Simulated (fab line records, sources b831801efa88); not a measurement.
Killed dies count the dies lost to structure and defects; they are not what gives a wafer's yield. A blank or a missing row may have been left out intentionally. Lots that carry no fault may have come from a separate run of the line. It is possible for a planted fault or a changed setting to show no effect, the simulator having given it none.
fab line records ; flow sfq_line
record lots=6; wafers=18; last_day=83
route steps=325 shown L0V@17 M0@28 I0@43 M1@58 M8@325
lots with no fault: from the same line, run without faults
start_h: the number of hours between the record's first day and the start of the first shown wafer of the lot ; wait_h: hours elapsed since this lot's preceding step ; " the same as in the row above ; L1.1+2: one row covering several wafers at once ; - value missing, or start not given ; * or withheld: withheld ; < > ~ a bound
route shown NAME@n: NAME is a module with steps in the file, n the number in the route of the first one ; usual: the fault-free wafers' mean and standard deviation ; same: alike in all rows ; chamber/n: place in a boat ; sites: the reading at each site ; _std_site: the values' standard deviation ; _edge_site: outer sites' mean less inner sites' ; radius_mm: for every site, how far away it sits from the centre of the wafer ; mask NAME#n: copy n ; behind: the most recent tool/chamber to have shaped the wafer ; hold: why the lot went on hold/how many hours it stayed there/how the hold came to an end ; device: the transistor (n, p or np) that didn't switch ; end of line: the route-end tests of the same wafers ; a step given without rows: its recipe and nothing more ; killed: the dies lost at the first sort to structure and to defects; this is not the yield of the wafer ; map: shows each die of a wafer: x if killed, . if not, _ if none is there
set.NAME: the setting the step ran with; set.NAME@STEP: the setting that earlier step ran with ; model.NAME: the simulator's own value behind a step, which no gauge read
certain route steps with their lots: each step a table, each wafer a row
services: from which hour (start_h, from the record's first day; less than 0 if before it) a tool's chamber was out of use, for how many hours, and why
## steps
# step SFQ_TRILAYER_L0_VIA_LITHO_COAT_018
# recipe resist=BARC; spin_rpm=3000; resist_thk_nm=62
# step SFQ_TRILAYER_L0_VIA_LITHO_COAT_013
# recipe resist=KrF; spin_rpm=3063; resist_thk_nm=650
# step SFQ_TRILAYER_L0_VIA_LITHO_SOFTBAKE_017
# recipe temp_c=withheld; time_s=withheld; resist=KrF
# step SFQ_TRILAYER_L0_VIA_LITHO_EXPOSE_014
# recipe mask_id=L0V; na=0.6; source_shape=conventional; sigma_outer=0.65; target_cd_nm=700; dose_mj=21.3
# step SFQ_TRILAYER_L0_VIA_LITHO_PEB_016
# recipe peb_temp_c=115; peb_time_s=60; resist=KrF
# step SFQ_TRILAYER_L0_VIA_LITHO_DEVELOP_015
# recipe time_s=60; resist=KrF
# step SFQ_L0V_OVL_MEAS_903
# usual L0V_OVL=-1/4.9
lot.wafer;tool;chamber;start_h;wait_h;L0V_OVL[nm]
L450.1;overlay-01;-;113.88;0.1;-1
L450.2;overlay-01;-;113.88;0.1;1
L450.6;overlay-01;-;113.88;0.1;3
L458.1;overlay-02;-;168.91;0.1;0
L458.2;overlay-02;-;168.91;0.1;6
L458.6;overlay-02;-;168.91;0.1;5
L459.1;overlay-01;-;174.91;0.1;4
L459.4;overlay-01;-;174.91;0.1;0
L459.6;overlay-01;-;174.91;0.1;3
L460.1;overlay-02;-;179.71;0.1;0
L460.4;overlay-02;-;179.71;0.1;3
L460.6;overlay-02;-;179.71;0.1;0
L467.1;overlay-01;-;222.71;0.1;3
L467.5;overlay-01;-;222.71;0.1;2
L467.6;overlay-01;-;222.71;0.1;1
L468.1;overlay-02;-;228.71;0.1;7
L468.2;overlay-02;-;228.71;0.1;8
L468.6;overlay-02;-;228.71;0.1;6
# step SFQ_TRILAYER_L0_VIA_BARC_OPEN_VIA_ETCH_021
# recipe mask_material=PR; chemistry=O2; target_depth_nm=125; target=BARC; source_w=500; bias_w=80; pressure_mtorr=30; time_s=41.7
# step SFQ_TRILAYER_L0_VIA_ETCH_VIA_ETCH_016
# recipe target=SiO2; stop_on=MoNx_KI; mask_material=PR; chemistry=CHF3; target_depth_nm=80; source_w=500; bias_w=80; pressure_mtorr=30; time_s=withheld
# usual drypump_motor_current_A=5.9/0.32; oes_product_au=0.843/0.0077
lot.wafer;tool;chamber;start_h;wait_h;drypump_motor_current_A;oes_product_au
L450.1;rie_diel-03;1;113.95;0.0;5.6;0.826
L450.2;rie_diel-03;3;113.95;0.0;6.1;0.841
L450.6;rie_diel-03;1;113.95;0.0;5.5;0.845
L458.1;rie_diel-03;2;168.98;0.0;6.3;0.828
L458.2;rie_diel-03;1;168.98;0.0;5.6;0.839
L458.6;rie_diel-03;2;168.98;0.0;6.2;0.856
L459.1;rie_diel-01;2;174.98;0.0;5.6;0.831
L459.4;rie_diel-01;3;174.98;0.0;5.7;0.853
L459.6;rie_diel-01;1;174.98;0.0;5.6;0.848
L460.1;rie_diel-03;1;179.78;0.0;5.6;0.846
L460.4;rie_diel-03;0;179.78;0.0;5.9;0.850
L460.6;rie_diel-03;2;179.78;0.0;6.2;0.856
L467.1;rie_diel-01;2;222.78;0.0;5.6;0.835
L467.5;rie_diel-01;3;222.78;0.0;5.7;0.847
L467.6;rie_diel-01;0;222.78;0.0;6.0;0.844
L468.1;rie_diel-03;3;228.78;0.0;6.1;0.842
L468.2;rie_diel-03;0;228.78;0.0;6.0;0.837
L468.6;rie_diel-03;1;228.78;0.0;5.5;0.841
# step SFQ_TRILAYER_L0_VIA_STRIP_STRIP_017
# recipe gas=O2; power_w=200; platen_temp_c=40; overash_fraction=0.65; chemistry=O2; pressure_mtorr=50
# usual drypump_motor_current_A=5.3/0.32; oes_product_au=1.002/0.0093; platen_temp_c=40.01/0.11
lot.wafer;tool;chamber;start_h;wait_h;drypump_motor_current_A;oes_product_au;platen_temp_c;rf_hours_counter_h
L450.1;rie_metal-03;0;114.00;-;4.8;1.013;39.76;163
L450.2;rie_metal-03;1;114.00;-;5.7;1.015;40.05;11
L450.6;rie_metal-03;1;114.00;-;5.7;1.022;39.98;-
L458.1;rie_metal-03;1;169.03;-;5.7;1.004;40.07;20
L458.2;rie_metal-03;0;169.03;-;4.8;1.012;39.95;172
L458.6;rie_metal-03;0;169.03;-;4.8;1.007;40.01;-
L459.1;rie_metal-04;0;175.03;-;5.1;1.014;40.28;106
L459.4;rie_metal-04;0;175.03;-;5.1;1.011;40.26;-
L459.6;rie_metal-04;1;175.03;-;5.4;0.992;39.80;-
L460.1;rie_metal-03;1;179.83;-;5.8;1.010;39.75;22
L460.4;rie_metal-03;1;179.83;-;5.8;1.000;39.96;-
L460.6;rie_metal-03;1;179.83;-;5.7;1.018;39.97;-
L467.1;rie_metal-02;0;222.83;-;5.3;0.985;40.00;57
L467.5;rie_metal-02;0;222.83;-;5.3;0.988;39.97;-
L467.6;rie_metal-02;1;222.83;-;5.2;1.007;40.00;-
L468.1;rie_metal-04;0;228.83;-;5.0;1.004;40.10;116
L468.2;rie_metal-04;1;228.83;-;5.5;0.998;40.03;155
L468.6;rie_metal-04;0;228.83;-;5.1;1.009;40.17;-
# step SFQ_TRILAYER_L0_VIA_STRIP_SOLV_CLEAN_018
# recipe chemistry=NMP; temp_c=70; time_s=600
# step SFQ_TRILAYER_M0_DEP_PRE_CLEAN_020
# recipe gas=Ar; time_s=15; bias_v=250
# step SFQ_TRILAYER_M0_DEP_SPUTTER_019
# recipe material=Nb; base_pressure_pa=1.33e-06; chamber_pressure_pa=0.1333; substrate_temp_c=20; resputter_cathode_voltage_v=400; target_thk_nm=200; power_w=1958; time_s=133.3
# usual cathode_dc_power_W=1958.0/0.35; throttle_valve_pct=30.0/0.85
lot.wafer;tool;chamber;start_h;wait_h;cathode_dc_power_W;throttle_valve_pct;model.Nb_of_TRILAYER_M0_DEP_SPUTTER_019.thk_nm
L450.1;pvd_sputter-04;-;114.80;0.0;1958.6;30.9;196.7
L450.2;pvd_sputter-04;-;114.80;0.0;1958.1;28.7;194.8
L450.6;pvd_sputter-04;-;114.80;0.0;1958.2;28.0;194.9
L458.1;pvd_sputter-03;-;169.85;0.0;1957.6;28.6;194.6
L458.2;pvd_sputter-03;-;169.85;0.0;1958.3;29.6;193.7
L458.6;pvd_sputter-03;-;169.85;0.0;1958.5;28.8;194.9
L459.1;pvd_sputter-04;-;176.01;0.0;1958.5;28.4;195.7
L459.4;pvd_sputter-04;-;176.01;0.0;1958.0;30.9;196.9
L459.6;pvd_sputter-04;-;176.01;0.0;1958.0;30.8;196.2
L460.1;pvd_sputter-04;-;180.63;0.0;1958.2;30.6;199.5
L460.4;pvd_sputter-04;-;180.63;0.0;1957.3;28.6;196.5
L460.6;pvd_sputter-04;-;180.63;0.0;1958.2;30.4;197.6
L467.1;pvd_sputter-03;-;223.83;0.0;1957.9;30.4;233.2
L467.5;pvd_sputter-03;-;223.83;0.0;1958.2;30.6;232.2
L467.6;pvd_sputter-03;-;223.83;0.0;1958.0;30.3;232.5
L468.1;pvd_sputter-03;-;229.63;0.0;1958.0;30.5;235.4
L468.2;pvd_sputter-03;-;229.63;0.0;1958.3;29.7;233.6
L468.6;pvd_sputter-03;-;229.63;0.0;1957.9;30.3;235.4
# step SFQ_M0_RS_MEAS_904
# recipe thk_meas_gauge=four-point-probe; reads=Nb_of_TRILAYER_M0_DEP_SPUTTER_019
# usual M0_NB_RS=0.911/0.0088
lot.wafer;tool;chamber;start_h;wait_h;M0_NB_RS[ohm/sq]
L450.1;film_metro-04;-;114.89;0.0;0.906
L450.2;film_metro-04;-;114.89;0.0;0.917
L450.6;film_metro-04;-;114.89;0.0;0.915
L458.1;film_metro-04;-;169.94;0.0;0.916
L458.2;film_metro-04;-;169.94;0.0;0.919
L458.6;film_metro-04;-;169.94;0.0;0.915
L459.1;film_metro-04;-;176.10;0.0;0.909
L459.4;film_metro-04;-;176.10;0.0;0.905
L459.6;film_metro-04;-;176.10;0.0;0.908
L460.1;film_metro-04;-;180.72;0.0;0.892
L460.4;film_metro-04;-;180.72;0.0;0.905
L460.6;film_metro-04;-;180.72;0.0;0.900
L467.1;film_metro-04;-;223.92;0.0;0.761
L467.5;film_metro-04;-;223.92;0.0;0.765
L467.6;film_metro-04;-;223.92;0.0;0.763
L468.1;film_metro-01;-;229.72;0.0;0.757
L468.2;film_metro-01;-;229.72;0.0;0.761
L468.6;film_metro-01;-;229.72;0.0;0.755
# step SFQ_TRILAYER_M0_LITHO_COAT_026
# recipe resist=BARC; spin_rpm=3000; resist_thk_nm=62
# step SFQ_TRILAYER_M0_LITHO_COAT_021
# recipe resist=KrF; spin_rpm=3000; resist_thk_nm=600
# step SFQ_TRILAYER_M0_LITHO_SOFTBAKE_025
# recipe temp_c=withheld; time_s=withheld; resist=KrF
# step SFQ_TRILAYER_M0_LITHO_EXPOSE_022
# recipe mask_id=M0; na=0.6; source_shape=conventional; sigma_outer=0.65; target_cd_nm=500; dose_mj=14.55
# step SFQ_TRILAYER_M0_LITHO_PEB_024
# recipe peb_temp_c=115; peb_time_s=60; resist=KrF
# step SFQ_TRILAYER_M0_LITHO_DEVELOP_023
# recipe time_s=60; resist=KrF
# step SFQ_M0_OVL_MEAS_906
# usual M0_OVL=2/4.9
lot.wafer;tool;chamber;start_h;wait_h;M0_OVL[nm]
L450.1;overlay-02;-;195.31;0.1;-2
L450.2;overlay-02;-;195.31;0.1;-2
L450.6;overlay-02;-;195.31;0.1;-4
L458.1;overlay-01;-;258.71;0.1;-3
L458.2;overlay-01;-;258.71;0.1;1
L458.6;overlay-01;-;258.71;0.1;1
L459.1;overlay-01;-;268.31;0.1;4
L459.4;overlay-01;-;268.31;0.1;2
L459.6;overlay-01;-;268.31;0.1;7
L460.1;overlay-02;-;271.91;0.1;-1
L460.4;overlay-02;-;271.91;0.1;-6
L460.6;overlay-02;-;271.91;0.1;-9
L467.1;overlay-02;-;318.76;0.1;8
L467.5;overlay-02;-;318.76;0.1;2
L467.6;overlay-02;-;318.76;0.1;5
L468.1;overlay-01;-;323.74;0.1;3
L468.2;overlay-01;-;323.74;0.1;6
L468.6;overlay-01;-;323.74;0.1;8
# step SFQ_TRILAYER_M0_BARC_OPEN_METAL_ETCH_031
# recipe mask_material=PR; chemistry=O2; target_depth_nm=125; target=BARC; icp_w=600; bias_w=80; pressure_mtorr=10; time_s=41.7
# usual drypump_motor_current_A=5.29/0.16; oes_product_au=0.685/0.0043
lot.wafer;tool;chamber;start_h;wait_h;drypump_motor_current_A;oes_product_au;rf_hours_counter_h
L450.1;rie_metal-04;1;195.34;0.0;5.45;0.687;149
L450.2;rie_metal-04;0;195.34;0.0;5.04;0.687;111
L450.6;rie_metal-04;0;195.34;0.0;5.03;0.679;-
L458.1;rie_metal-01;1;258.74;0.0;5.63;0.687;60
L458.2;rie_metal-01;0;258.74;0.0;5.20;0.684;87
L458.6;rie_metal-01;1;258.74;0.0;5.61;0.683;-
L459.1;rie_metal-04;0;268.34;0.0;5.06;0.682;124
L459.4;rie_metal-04;1;268.34;0.0;5.47;0.678;-
L459.6;rie_metal-04;0;268.34;0.0;5.08;0.685;-
L460.1;rie_metal-02;1;271.94;0.0;5.27;0.685;116
L460.4;rie_metal-02;1;271.94;0.0;5.26;0.688;-
L460.6;rie_metal-02;0;271.94;0.0;5.29;0.691;-
L467.1;rie_metal-02;0;318.79;0.0;5.28;0.689;75
L467.5;rie_metal-02;0;318.79;0.0;5.27;0.686;-
L467.6;rie_metal-02;1;318.79;0.0;5.26;0.688;-
L468.1;rie_metal-04;1;323.78;0.0;5.44;0.688;173
L468.2;rie_metal-04;0;323.78;0.0;5.03;0.689;135
L468.6;rie_metal-04;1;323.78;0.0;5.47;0.683;-
# step SFQ_TRILAYER_M0_ETCH_METAL_ETCH_024
# recipe target=Nb; stop_on=SiO2; mask_material=PR; chemistry=Cl2/Ar; target_depth_nm=240; icp_w=600; bias_w=80; pressure_mtorr=10; time_s=120
# usual drypump_motor_current_A=5.29/0.16; oes_product_au=0.884/0.0066
lot.wafer;tool;chamber;start_h;wait_h;drypump_motor_current_A;oes_product_au;rf_hours_counter_h
L450.1;rie_metal-04;1;195.42;0.1;5.47;0.886;149
L450.2;rie_metal-04;0;195.42;0.1;5.04;0.884;111
L450.6;rie_metal-04;0;195.42;0.1;5.02;0.881;-
L458.1;rie_metal-01;1;258.80;0.0;5.62;0.881;60
L458.2;rie_metal-01;0;258.80;0.0;5.22;0.878;87
L458.6;rie_metal-01;1;258.80;0.0;5.60;0.886;-
L459.1;rie_metal-04;0;268.40;0.0;5.05;0.883;124
L459.4;rie_metal-04;1;268.40;0.0;5.46;0.897;-
L459.6;rie_metal-04;0;268.40;0.0;5.06;0.883;-
L460.1;rie_metal-02;1;272.00;0.0;5.25;0.899;116
L460.4;rie_metal-02;1;272.00;0.0;5.28;0.888;-
L460.6;rie_metal-02;0;272.00;0.0;5.29;0.892;-
L467.1;rie_metal-02;0;318.85;0.0;5.29;0.980;75
L467.5;rie_metal-02;0;318.85;0.0;5.29;0.977;-
L467.6;rie_metal-02;1;318.85;0.0;5.29;0.975;-
L468.1;rie_metal-04;1;323.84;0.0;5.48;0.984;173
L468.2;rie_metal-04;0;323.84;0.0;5.08;0.979;135
L468.6;rie_metal-04;1;323.84;0.0;5.46;0.986;-
# step SFQ_TRILAYER_M0_STRIP_STRIP_025
# recipe gas=O2; power_w=200; platen_temp_c=40; overash_fraction=0.65; chemistry=O2; pressure_mtorr=50
# step SFQ_TRILAYER_M0_STRIP_SOLV_CLEAN_026
# recipe chemistry=NMP; temp_c=70; time_s=600
# step SFQ_TRILAYER_I0_DEP_PECVD_027
# recipe material=SiO2; temp_c=150; time_s=111.11; pressure_torr=2.4; rf_w=183.3; precursor=SiH4/N2O; target_thk_nm=500
# step SFQ_TRILAYER_I0_CMP_CMP_028
# recipe material=SiO2; down_force_psi=3; platen_rpm=60; pad_velocity_m_s=0.94248
# usual motor_current_A=9.4/0.71; time_to_endpoint_s=215/7.1
lot.wafer;tool;chamber;start_h;wait_h;motor_current_A;time_to_endpoint_s
L450.1;cmp-02;0;200.53;3.9;9.3;205
L450.2;cmp-02;2;201.53;4.9;8.7;202
L450.6;cmp-02;0;202.53;5.9;9.0;212
L458.2;cmp-01;1;278.74;19.0;10.2;220
L458.1;cmp-01;3;279.74;20.0;10.8;224
L458.6;cmp-01;1;280.74;20.9;9.9;227
L459.1;cmp-01;3;284.74;15.4;10.7;207
L459.4;cmp-01;2;286.24;16.8;9.8;222
L459.6;cmp-01;3;286.24;16.8;10.7;213
L460.1;cmp-01;1;288.74;15.8;10.0;217
L460.4;cmp-01;2;288.74;15.8;9.9;225
L460.6;cmp-01;0;290.24;17.3;8.7;217
L467.1;cmp-02;3;328.14;8.4;9.1;210
L467.5;cmp-02;2;329.64;9.8;8.5;213
L467.6;cmp-02;3;329.64;9.8;8.4;219
L468.1;cmp-01;0;332.74;8.0;8.6;203
L468.2;cmp-01;1;332.74;8.0;9.3;200
L468.6;cmp-01;0;334.74;9.9;8.7;204
# step SFQ_I0_BOW_MEAS_907
# recipe mode=bow
# usual I0_BOW=1/7.2
lot.wafer;tool;chamber;start_h;wait_h;I0_BOW[um]
L450.1;film_metro-01;-;203.53;2.5;0
L450.2;film_metro-01;-;203.53;2.5;0
L450.6;film_metro-01;-;203.53;2.5;4
L458.1;film_metro-04;-;281.74;1.5;4
L458.2;film_metro-04;-;281.74;1.5;-2
L458.6;film_metro-04;-;281.74;1.5;6
L459.1;film_metro-03;-;287.74;2.5;-4
L459.4;film_metro-03;-;287.74;2.5;-12
L459.6;film_metro-03;-;287.74;2.5;-5
L460.1;film_metro-03;-;290.74;1.5;9
L460.4;film_metro-03;-;290.74;1.5;0
L460.6;film_metro-03;-;290.74;1.5;14
L467.1;film_metro-04;-;330.64;2.0;3
L467.5;film_metro-04;-;330.64;2.0;6
L467.6;film_metro-04;-;330.64;2.0;-5
L468.1;film_metro-01;-;335.74;2.5;0
L468.2;film_metro-01;-;335.74;2.5;8
L468.6;film_metro-01;-;335.74;2.5;-1
# step SFQ_TRILAYER_I0_METRO_MEASURE_029
# step SFQ_TRILAYER_I0_VIA_LITHO_COAT_036
# recipe resist=BARC; spin_rpm=3000; resist_thk_nm=62
# step SFQ_TRILAYER_I0_VIA_LITHO_COAT_031
# recipe resist=KrF; spin_rpm=3000; resist_thk_nm=650
# step SFQ_TRILAYER_I0_VIA_LITHO_SOFTBAKE_035
# recipe temp_c=withheld; time_s=withheld; resist=KrF
# step SFQ_TRILAYER_I0_VIA_LITHO_EXPOSE_032
# recipe mask_id=I0; na=0.6; source_shape=conventional; sigma_outer=0.65; target_cd_nm=500; dose_mj=21.57
# step SFQ_TRILAYER_I0_VIA_LITHO_PEB_034
# recipe peb_temp_c=115; peb_time_s=60; resist=KrF
# step SFQ_TRILAYER_I0_VIA_LITHO_DEVELOP_033
# recipe time_s=60; resist=KrF
# step SFQ_I0_OVL_MEAS_908
# usual I0_OVL=0/4.5
lot.wafer;tool;chamber;start_h;wait_h;I0_OVL[nm]
L450.1;overlay-02;-;296.33;0.1;0
L450.2;overlay-02;-;296.33;0.1;0
L450.6;overlay-02;-;296.33;0.1;-7
L458.1;overlay-01;-;390.59;0.1;3
L458.2;overlay-01;-;390.59;0.1;-1
L458.6;overlay-01;-;390.59;0.1;-4
L459.1;overlay-01;-;397.79;0.1;-4
L459.4;overlay-01;-;397.79;0.1;-5
L459.6;overlay-01;-;397.79;0.1;-6
L460.1;overlay-02;-;401.39;0.1;4
L460.4;overlay-02;-;401.39;0.1;2
L460.6;overlay-02;-;401.39;0.1;4
L467.1;overlay-01;-;450.59;0.1;-1
L467.5;overlay-01;-;450.59;0.1;-2
L467.6;overlay-01;-;450.59;0.1;-1
L468.1;overlay-01;-;455.39;0.1;1
L468.2;overlay-01;-;455.39;0.1;-1
L468.6;overlay-01;-;455.39;0.1;1
# step SFQ_TRILAYER_I0_VIA_BARC_OPEN_VIA_ETCH_046
# recipe mask_material=PR; chemistry=O2; target_depth_nm=125; target=BARC; source_w=500; bias_w=80; pressure_mtorr=30; time_s=41.7
# usual drypump_motor_current_A=5.81/0.29; oes_product_au=0.685/0.0047
lot.wafer;tool;chamber;start_h;wait_h;drypump_motor_current_A;oes_product_au;rf_hours_counter_h
L450.1;rie_diel-04;2;296.37;0.0;5.92;0.683;5
L450.2;rie_diel-04;0;296.37;0.0;5.49;0.686;52
L450.6;rie_diel-04;1;296.37;0.0;6.11;0.680;-
L458.1;rie_diel-04;2;390.63;0.0;5.92;0.689;7
L458.2;rie_diel-04;0;390.63;0.0;5.48;0.688;53
L458.6;rie_diel-04;3;390.63;0.0;5.92;0.687;-
L459.1;rie_diel-01;1;397.83;0.0;5.57;0.686;1
L459.4;rie_diel-01;3;397.83;0.0;5.66;0.685;-
L459.6;rie_diel-01;1;397.83;0.0;5.56;0.688;-
L460.1;rie_diel-01;0;401.43;0.0;6.03;0.688;2
L460.4;rie_diel-01;1;401.43;0.0;5.58;0.691;-
L460.6;rie_diel-01;3;401.43;0.0;5.69;0.685;-
L467.1;rie_diel-01;0;450.63;0.0;6.03;0.687;3
L467.5;rie_diel-01;0;450.63;0.0;6.03;0.685;-
L467.6;rie_diel-01;3;450.63;0.0;5.66;0.691;-
L468.1;rie_diel-04;1;455.43;0.0;6.06;0.694;68
L468.2;rie_diel-04;3;455.43;0.0;5.92;0.691;9
L468.6;rie_diel-04;2;455.43;0.0;6.00;0.683;-
# step SFQ_TRILAYER_I0_VIA_ETCH_VIA_ETCH_034
# recipe target=SiO2; stop_on=Nb; mask_material=PR; taper_deg=20; chemistry=CHF3; target_depth_nm=260; source_w=500; bias_w=80; pressure_mtorr=30; time_s=withheld
# step SFQ_TRILAYER_I0_VIA_STRIP_STRIP_035
# recipe gas=O2; power_w=200; platen_temp_c=40; overash_fraction=0.65; chemistry=O2; pressure_mtorr=50
# step SFQ_TRILAYER_I0_VIA_STRIP_SOLV_CLEAN_036
# recipe chemistry=NMP; temp_c=70; time_s=600
# step SFQ_TRILAYER_M1_DEP_PRE_CLEAN_038
# recipe gas=Ar; time_s=22.5; bias_v=250
# step SFQ_M8_BOW_MEAS_951
# recipe mode=bow
# usual M8_BOW=8/9.6
lot.wafer;tool;chamber;start_h;wait_h;M8_BOW[um];model.etest.m0.ohm_um;model.etest.m0.ohm_sq;model.etest.i0.link_ohm
L450.1;film_metro-01;-;1642.28;0.0;4;1.82;0.9051;1.992
L450.2;film_metro-01;-;1642.28;0.0;4;1.839;0.9139;1.995
L450.6;film_metro-01;-;1642.28;0.0;9;1.84;0.9136;1.999
L458.1;film_metro-04;-;1779.54;0.0;3;1.842;0.9148;1.992
L458.2;film_metro-04;-;1779.54;0.0;-4;1.847;0.9192;1.983
L458.6;film_metro-04;-;1779.54;0.0;6;1.841;0.9137;1.986
L459.1;film_metro-03;-;1936.12;0.0;19;1.833;0.9098;1.978
L459.4;film_metro-03;-;1936.12;0.0;13;1.811;0.9044;1.975
L459.6;film_metro-03;-;1936.12;0.0;19;1.822;0.9074;1.985
L460.1;film_metro-01;-;1944.52;0.0;9;1.779;0.8926;1.973
L460.4;film_metro-01;-;1944.52;0.0;1;1.809;0.906;1.986
L460.6;film_metro-01;-;1944.52;0.0;14;1.802;0.9012;1.976
L467.1;film_metro-01;-;1973.70;0.0;4;1.537;0.7636;1.847
L467.5;film_metro-01;-;1973.70;0.0;8;1.544;0.7667;1.838
L467.6;film_metro-01;-;1973.70;0.0;-2;1.534;0.766;1.841
L468.1;film_metro-04;-;1980.90;0.0;-9;1.522;0.7564;1.823
L468.2;film_metro-04;-;1980.90;0.0;-1;1.536;0.7621;1.829
L468.6;film_metro-04;-;1980.90;0.0;-9;1.517;0.7563;1.82
## services
tool;chamber;start_h;hours;kind
rie_diel-03;0;131.44;16.1;repair
rie_diel-01;-;149.05;0.6;repair
cmp-01;-;150.71;1.7;repair
rie_diel-03;-;191.62;2.8;pm
cmp-01;-;193.98;5.1;pm
cmp-01;-;200.50;0.5;repair
cmp-01;-;213.64;0.4;repair
rie_diel-03;-;235.72;0.7;repair
cmp-01;-;239.37;36.4;repair
cmp-01;-;244.82;2.7;repair
rie_diel-03;3;248.82;3.4;repair
rie_diel-01;3;259.51;21.5;repair
rie_diel-03;0;263.73;13.0;repair
rie_diel-01;-;294.75;14.6;pm
rie_metal-04;-;306.02;0.2;repair
rie_metal-02;0;312.35;1.2;repair
cmp-01;-;313.34;0.5;repair
rie_diel-01;2;317.17;12.3;repair
cmp-01;-;341.72;2.5;repair
rie_diel-01;-;373.72;0.4;repair
cmp-01;-;378.18;1.7;repair
rie_diel-03;1;383.29;2.8;repair
rie_metal-02;-;404.33;0.9;repair
rie_diel-01;2;417.67;11.5;repair
## key
first_sign step=SFQ_M0_RS_MEAS_904; reading=M0_NB_RS; direction=down; sigmas=17; usual=0.911; struck=0.760
effect step=SFQ_TRILAYER_M0_ETCH_METAL_ETCH_024; reading=oes_product_au; direction=up; sigmas=15; usual=0.884; struck=0.980
model_effect step=SFQ_TRILAYER_M0_DEP_SPUTTER_019; value=Nb_of_TRILAYER_M0_DEP_SPUTTER_019.thk_nm; without=197.3; struck=233.7
model_effect step=SFQ_M8_BOW_MEAS_951; value=etest.m0.ohm_um; without=1.814; struck=1.532
met_at SFQ_TRILAYER_M0_DEP_SPUTTER_019
struck_wafers L467.1,L467.5,L467.6,L468.1,L468.2,L468.6
onset_between 169.85 223.83
also_fits time
fault kind=process_parameter_drift; tool=pvd_sputter-03; chamber=-; onset_h=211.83; steps=SFQ_TRILAYER_M0_DEP_SPUTTER_019; channel=time_s; offset=*; shape=step; end_h=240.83; acts_in=*; stated=*
